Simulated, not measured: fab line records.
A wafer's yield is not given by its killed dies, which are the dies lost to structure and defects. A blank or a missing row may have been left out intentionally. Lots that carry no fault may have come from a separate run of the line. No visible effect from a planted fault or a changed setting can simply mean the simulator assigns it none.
A struck lot beside a sound one / flow sky130 / 14 out of 708 route steps
Sound: the wafers L437.1, L437.2, L437.5. Struck: wafers L442.2, L442.3, L442.6. The cause comes at the end.
Order at every step that has rows: each side's tool, ch and its chambers, its first start. Under that, the readings that differ: sound wafers / struck wafers / difference of the means / sigmas: that difference in standard deviations of wafers without a fault.
alike: same words and numbers on both sides, and readings whose means sit less than 2 such deviations apart. not compared: any withheld reading, any reading some wafer has no value for, any bound like >300 that may hide the same value, and any number with overlapping values for which the record gives no deviation.
The two part at a step that has a row with sigmas, a row that says differs or no value, or rows on one side only. When numbers do not overlap yet have no deviation, they are printed without sigmas and do not part them. A reading that every wafer of one side lacks parts them only if that side has two wafers or more.

first, 6 steps without rows for these wafers: SKY_DNWELL_COAT_02 (resist thk 3000 nm); SKY_DNWELL_SOFTBAKE_03; SKY_DNWELL_EXPOSE_04 (exposes mask DNM, target cd 3000 nm); SKY_DNWELL_PEB_05; SKY_DNWELL_DEVELOP_06 (develop time 60 s); SKY_DNWELL_IMPLANT_07.
SKY_DNWELL_STRIP_08: strips in O2/N2.
  sound on plasma_asher-04 ch 0,1, day 5 16:31; struck on plasma_asher-02 ch 0,1, day 6 22:59
  alike: chamber_pressure_mTorr, drypump_motor_current_A, oes_product_au, strip_time_to_endpoint_s
  not compared: rf_hours_counter_h
SKY_DNWELL_TW_MEAS_09:
  struck on film_metro-03, day 6 23:06; sound on film_metro-01, day 5 16:37
  alike: DNWELL_TW
then, 4 steps without rows for these wafers: SKY_PWDE_DEHYDRATE_00 (time 60 s); SKY_PWDE_HMDS_01 (prime time 60 s); SKY_PWDE_COAT_02 (resist thk 3000 nm); SKY_PWDE_SOFTBAKE_03.
SKY_PWDE_EXPOSE_04: exposes mask PWDEM, target cd 840 nm.
  sound on iline_stepper-01 ch 0, day 6 01:55; struck on iline_stepper-02, day 7 08:34
  no value came back on the struck wafers for exposure_dose_mJ_cm2, focus_offset_nm (nm), reticle_temp_C (C); on the sound wafers exposure_dose_mJ_cm2 reads 213.96 214.34 214.08
  alike: mask
next, for these wafers, 1 step has no rows: SKY_PWDE_PEB_05.

== WHERE THEY PART ==
Only at SKY_PWDE_EXPOSE_04, within this record.

WHY: what had been put in by the simulator
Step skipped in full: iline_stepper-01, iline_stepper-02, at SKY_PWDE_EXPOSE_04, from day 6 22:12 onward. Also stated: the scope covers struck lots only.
